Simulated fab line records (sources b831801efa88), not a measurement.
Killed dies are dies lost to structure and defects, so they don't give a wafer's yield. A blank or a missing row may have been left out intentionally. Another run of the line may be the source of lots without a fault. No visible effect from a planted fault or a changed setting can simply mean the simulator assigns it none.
Which tool is to blame? -- flow sky130 -- 24 lots, 72 wafers sampled, at 6 steps of a route of 708

== WHAT THE GAUGES SHOWED, per wafer ==
SKY_VIA2_RS_MEAS_22: uses a four-point probe to measure. Usual: VIA2_W_RS 0.276 ohm/sq, standard deviation 0.0037.
lot,measured,on,VIA2_W_RS (ohm/sq),flag
L074,day 36 06:05,film metro-04,0.278 0.273 0.281,
L075,day 36 10:35,film metro-01,0.270 0.270 0.274,
L076,day 36 19:35,film metro-04,0.277 0.275 0.279,
L077,day 37 02:02,film metro-03,0.272 0.272 0.280,
L078,day 37 11:56,film metro-01,0.277 0.281 0.277,
L079,day 37 22:53,film metro-03,0.279 0.282 0.278,
L080,day 38 01:02,film metro-03,0.282 0.273 0.280,
L081,day 38 13:41,film metro-03,0.279 0.276 0.280,
L082,day 39 04:13,film metro-04,0.280 0.283 0.275,
L083,day 39 07:29,film metro-03,0.273 0.276 0.272,
L084,day 39 14:38,film metro-03,0.281 0.281 0.278,
L085,day 39 17:22,film metro-04,0.278 0.274 0.270,
L086,day 40 04:39,film metro-04,0.272 0.270 0.272,
L087,day 40 11:21,film metro-01,0.283 0.279 0.282,
L088,day 40 13:22,film metro-04,0.271 0.277 0.276,
L089,day 41 02:12,film metro-04,0.270 0.276 0.277,
L090,day 41 06:41,film metro-04,0.273 0.276 0.281,
L091,day 41 14:11,film metro-03,0.277 0.277 0.274,
L092,day 41 17:16,film metro-03,0.277 0.283 0.278,
L094,day 42 10:47,film metro-04,0.277 0.280 0.277,
L093,day 42 13:10,film metro-01,0.274 0.276 0.272,
L095,day 42 14:27,film metro-03,0.280 0.272 0.278,
L096,day 42 19:59,film metro-01,0.280 0.278 0.283,
L097,day 43 01:26,film metro-04,0.278 0.272 0.277,

== WHAT TOOL EACH LOT RAN ON (gives the tool, then ch and the chambers of the sampled wafers, and finally the start) ==
lot,SKY_GATE_OXIDE_STRIP_13,SKY_METAL2_SPUTTER_02,SKY_METAL2_SPUTTER_03,SKY_METAL2_SPUTTER_04,SKY_VIA2_STRIP_16
L074,"plasma asher-01 ch 0,1, day 13 18:08","pvd sputter-01, day 33 22:14","pvd sputter-01, day 33 22:16","pvd sputter-01, day 33 22:17","plasma asher-01 ch 0,1, day 36 05:16"
L075,"plasma asher-01 ch 1, day 14 03:56","pvd sputter-01, day 34 02:44","pvd sputter-01, day 34 02:46","pvd sputter-01, day 34 02:47","plasma asher-01 ch 0,1, day 36 09:45"
L076,"plasma asher-04 ch 0,1, day 14 07:18","pvd sputter-01, day 34 11:10","pvd sputter-01, day 34 11:12","pvd sputter-01, day 34 11:13","plasma asher-02 ch 0,1, day 36 18:48"
L077,"plasma asher-04 ch 0,1, day 14 20:05","pvd sputter-01, day 34 19:07","pvd sputter-01, day 34 19:09","pvd sputter-01, day 34 19:10","plasma asher-03 ch 0,1, day 37 01:13"
L078,"plasma asher-03 ch 0,1, day 15 03:04","pvd sputter-04, day 35 05:29","pvd sputter-04, day 35 05:31","pvd sputter-04, day 35 05:32","plasma asher-02 ch 0,1, day 37 11:08"
L079,"plasma asher-01 ch 0,1, day 15 11:39","pvd sputter-01, day 35 16:23","pvd sputter-01, day 35 16:25","pvd sputter-01, day 35 16:26","plasma asher-01 ch 0,1, day 37 22:02"
L080,"plasma asher-03 ch 0,1, day 15 18:29","pvd sputter-03, day 35 17:19","pvd sputter-03, day 35 17:20","pvd sputter-03, day 35 17:21","plasma asher-01 ch 0,1, day 38 00:13"
L081,"plasma asher-04 ch 0,1, day 16 06:59","pvd sputter-04, day 36 07:27","pvd sputter-04, day 36 07:28","pvd sputter-04, day 36 07:29","plasma asher-03 ch 0,1, day 38 12:52"
L082,"plasma asher-01 ch 1, day 16 22:54","pvd sputter-01, day 36 21:22","pvd sputter-01, day 36 21:23","pvd sputter-01, day 36 21:24","plasma asher-03 ch 0, day 39 03:24"
L083,"plasma asher-04 ch 0,1, day 17 03:06","pvd sputter-01, day 37 01:25","pvd sputter-01, day 37 01:26","pvd sputter-01, day 37 01:27","plasma asher-02 ch 0, day 39 06:40"
L084,"plasma asher-01 ch 0, day 17 06:42","pvd sputter-03, day 37 09:07","pvd sputter-03, day 37 09:08","pvd sputter-03, day 37 09:10","plasma asher-02 ch 1, day 39 13:50"
L085,"plasma asher-03 ch 0,1, day 17 12:50","pvd sputter-03, day 37 12:10","pvd sputter-03, day 37 12:11","pvd sputter-03, day 37 12:12","plasma asher-03 ch 0,1, day 39 16:35"
L086,"plasma asher-03 ch 0,1, day 18 03:23","pvd sputter-01, day 37 23:40","pvd sputter-01, day 37 23:41","pvd sputter-01, day 37 23:42","plasma asher-03 ch 0,1, day 40 03:50"
L087,"plasma asher-01 ch 0,1, day 18 15:49","pvd sputter-01, day 38 07:46","pvd sputter-01, day 38 07:47","pvd sputter-01, day 38 07:49","plasma asher-02 ch 0,1, day 40 10:31"
L088,"plasma asher-01 ch 0,1, day 18 16:08","pvd sputter-01, day 38 09:19","pvd sputter-01, day 38 09:20","pvd sputter-01, day 38 09:22","plasma asher-02 ch 0,1, day 40 12:35"
L089,"plasma asher-04 ch 0,1, day 19 10:11","pvd sputter-03, day 38 22:50","pvd sputter-03, day 38 22:52","pvd sputter-03, day 38 22:53","plasma asher-02 ch 0,1, day 41 01:24"
L090,"plasma asher-01 ch 0,1, day 19 13:44","pvd sputter-04, day 39 03:32","pvd sputter-04, day 39 03:34","pvd sputter-04, day 39 03:35","plasma asher-01 ch 0,1, day 41 05:52"
L091,"plasma asher-04 ch 0,1, day 20 00:11","pvd sputter-04, day 39 11:12","pvd sputter-04, day 39 11:14","pvd sputter-04, day 39 11:15","plasma asher-02 ch 0,1, day 41 13:21"
L092,"plasma asher-04 ch 0,1, day 20 00:36","pvd sputter-01, day 39 13:01","pvd sputter-01, day 39 13:02","pvd sputter-01, day 39 13:03","plasma asher-01 ch 0,1, day 41 16:29"
L094,"plasma asher-01 ch 0,1, day 21 05:33","pvd sputter-04, day 40 08:25","pvd sputter-04, day 40 08:26","pvd sputter-04, day 40 08:28","plasma asher-03 ch 0,1, day 42 09:59"
L093,"plasma asher-03 ch 0,1, day 21 07:01","pvd sputter-01, day 40 11:26","pvd sputter-01, day 40 11:28","pvd sputter-01, day 40 11:29","plasma asher-03 ch 0,1, day 42 12:22"
L095,"plasma asher-03 ch 0,1, day 21 07:35","pvd sputter-03, day 40 12:08","pvd sputter-03, day 40 12:10","pvd sputter-03, day 40 12:11","plasma asher-03 ch 0,1, day 42 13:40"
L096,"plasma asher-04 ch 0,1, day 21 17:20","pvd sputter-01, day 40 17:44","pvd sputter-01, day 40 17:46","pvd sputter-01, day 40 17:47","plasma asher-01 ch 0,1, day 42 19:08"
L097,"plasma asher-04 ch 0,1, day 21 20:58","pvd sputter-03, day 40 22:58","pvd sputter-03, day 40 22:59","pvd sputter-03, day 40 23:00","plasma asher-03 ch 0,1, day 43 00:38"
- SKY_GATE_OXIDE_STRIP_13: strips in O2/N2.
- SKY_METAL2_SPUTTER_02: material AlCu, target thk 250 nm, time 13.3 s.
- SKY_METAL2_SPUTTER_03: material Ti, target thk 5 nm, time 3.3 s.
- SKY_METAL2_SPUTTER_04: material TiN, target thk 70 nm, time 58.3 s.
- SKY_VIA2_STRIP_16: strips in O2/N2.

== WHAT THE TOOLS THEMSELVES READ (means of the sampled wafers that have a number; where no wafer has one, the mark that the record gives instead) ==
SKY_GATE_OXIDE_STRIP_13. Usual: drypump motor current A 5.8 A, standard deviation 0.37; oes product au 0.716 a.u., standard deviation 0.0043; strip time to endpoint s 14.18 s, standard deviation 0.042.
lot,tool,drypump motor current A (A),oes product au (a.u.),strip time to endpoint s (s),flag
L074,plasma asher-01,5.4,0.716,14.20,
L075,plasma asher-01,5.2,0.716,14.13,
L076,plasma asher-04,6.1,0.717,14.23,
L077,plasma asher-04,6.1,0.711,14.18,
L078,plasma asher-03,5.7,0.717,14.21,
L079,plasma asher-01,5.6,0.719,14.13,
L080,plasma asher-03,5.7,0.712,14.14,
L081,plasma asher-04,6.2,0.716,14.19,
L082,plasma asher-01,5.2,0.714,14.20,
L083,plasma asher-04,6.1,0.714,14.10,
L084,plasma asher-01,5.8,0.717,14.18,
L085,plasma asher-03,5.9,0.715,14.14,
L086,plasma asher-03,5.9,0.715,14.12,
L087,plasma asher-01,5.6,0.717,14.20,
L088,plasma asher-01,5.4,0.713,14.16,
L089,plasma asher-04,6.0,0.719,14.21,
L090,plasma asher-01,5.4,0.713,14.20,
L091,plasma asher-04,6.0,0.717,14.14,
L092,plasma asher-04,6.1,0.718,14.23,
L094,plasma asher-01,5.3,0.715,14.24,
L093,plasma asher-03,5.7,0.715,14.21,
L095,plasma asher-03,5.9,0.715,14.20,
L096,plasma asher-04,6.0,0.719,14.17,
L097,plasma asher-04,6.0,0.715,14.19,

SKY_METAL2_SPUTTER_02. Usual: throttle valve pct 30.2 %, standard deviation 0.64.
lot,tool,throttle valve pct (%),flag
L074,pvd sputter-01,30.3,
L075,pvd sputter-01,30.6,
L076,pvd sputter-01,30.2,
L077,pvd sputter-01,30.1,
L078,pvd sputter-04,29.5,
L079,pvd sputter-01,30.3,
L080,pvd sputter-03,30.5,
L081,pvd sputter-04,30.5,
L082,pvd sputter-01,29.9,
L083,pvd sputter-01,30.5,
L084,pvd sputter-03,30.6,
L085,pvd sputter-03,30.5,
L086,pvd sputter-01,30.0,
L087,pvd sputter-01,30.6,
L088,pvd sputter-01,30.1,
L089,pvd sputter-03,30.5,
L090,pvd sputter-04,30.0,
L091,pvd sputter-04,30.1,
L092,pvd sputter-01,29.9,
L094,pvd sputter-04,29.9,
L093,pvd sputter-01,30.1,
L095,pvd sputter-03,30.5,
L096,pvd sputter-01,30.2,
L097,pvd sputter-03,30.3,

SKY_METAL2_SPUTTER_03. Usual: throttle valve pct 30.2 %, standard deviation 0.63.
lot,tool,throttle valve pct (%),flag
L074,pvd sputter-01,30.5,
L075,pvd sputter-01,30.5,
L076,pvd sputter-01,30.3,
L077,pvd sputter-01,30.3,
L078,pvd sputter-04,29.7,
L079,pvd sputter-01,30.4,
L080,pvd sputter-03,30.3,
L081,pvd sputter-04,30.6,
L082,pvd sputter-01,30.2,
L083,pvd sputter-01,30.4,
L084,pvd sputter-03,30.6,
L085,pvd sputter-03,30.5,
L086,pvd sputter-01,29.9,
L087,pvd sputter-01,30.5,
L088,pvd sputter-01,30.0,
L089,pvd sputter-03,30.5,
L090,pvd sputter-04,30.2,
L091,pvd sputter-04,30.1,
L092,pvd sputter-01,30.0,
L094,pvd sputter-04,30.1,
L093,pvd sputter-01,30.3,
L095,pvd sputter-03,30.6,
L096,pvd sputter-01,30.2,
L097,pvd sputter-03,30.2,

SKY_METAL2_SPUTTER_04. Usual: throttle valve pct 30.2 %, standard deviation 0.6.
lot,tool,throttle valve pct (%),flag
L074,pvd sputter-01,30.4,
L075,pvd sputter-01,30.6,
L076,pvd sputter-01,30.2,
L077,pvd sputter-01,30.4,
L078,pvd sputter-04,29.6,
L079,pvd sputter-01,30.4,
L080,pvd sputter-03,30.5,
L081,pvd sputter-04,30.6,
L082,pvd sputter-01,30.0,
L083,pvd sputter-01,30.6,
L084,pvd sputter-03,30.6,
L085,pvd sputter-03,30.6,
L086,pvd sputter-01,30.1,
L087,pvd sputter-01,30.5,
L088,pvd sputter-01,29.9,
L089,pvd sputter-03,30.3,
L090,pvd sputter-04,29.9,
L091,pvd sputter-04,30.0,
L092,pvd sputter-01,29.9,
L094,pvd sputter-04,30.0,
L093,pvd sputter-01,30.2,
L095,pvd sputter-03,30.4,
L096,pvd sputter-01,30.2,
L097,pvd sputter-03,30.3,

SKY_VIA2_STRIP_16. Usual: drypump motor current A 5.7 A, standard deviation 0.34; oes product au 0.399 a.u., standard deviation 0.0047; strip time to endpoint s 4.061 s, standard deviation 0.029.
lot,tool,drypump motor current A (A),oes product au (a.u.),strip time to endpoint s (s),flag
L074,plasma asher-01,5.6,0.400,4.080,
L075,plasma asher-01,5.4,0.397,4.056,
L076,plasma asher-02,6.0,0.405,4.053,
L077,plasma asher-03,5.7,0.395,4.041,
L078,plasma asher-02,5.9,0.400,4.075,
L079,plasma asher-01,5.6,0.401,4.039,
L080,plasma asher-01,5.6,0.398,4.124,
L081,plasma asher-03,5.7,0.397,4.017,
L082,plasma asher-03,5.6,0.396,4.062,
L083,plasma asher-02,5.5,0.400,4.033,
L084,plasma asher-02,6.2,0.398,4.060,
L085,plasma asher-03,5.9,0.397,4.041,
L086,plasma asher-03,5.8,0.395,4.081,
L087,plasma asher-02,5.9,0.400,4.093,
L088,plasma asher-02,5.9,0.400,4.074,
L089,plasma asher-02,5.7,0.403,4.095,
L090,plasma asher-01,5.3,0.398,4.034,
L091,plasma asher-02,5.7,0.398,4.083,
L092,plasma asher-01,5.6,0.396,4.036,
L094,plasma asher-03,5.7,0.401,4.042,
L093,plasma asher-03,5.7,0.401,4.093,
L095,plasma asher-03,5.7,0.400,4.089,
L096,plasma asher-01,5.6,0.395,4.049,
L097,plasma asher-03,5.7,0.399,4.059,

== THE ANSWER, worked out from the rows above alone ==
Rule: lot off if the mean of its wafers having a number is beyond 3 standard deviations from the usual mean. A lot without any number at a reading at which 4 lots or more have one is off too. All remaining lots with rows at the step are treated as sound. Order of review: gauges by route order, followed by the tools' own readings, for which a lot's mean as printed above is used. The first step at which some lot is off is used, and at that step the reading that is off furthest; a lot without a number counts as furthest.
Nothing can be told from this: no lot is off at any reading shown.

== WHAT THE SIMULATOR PUT IN ==
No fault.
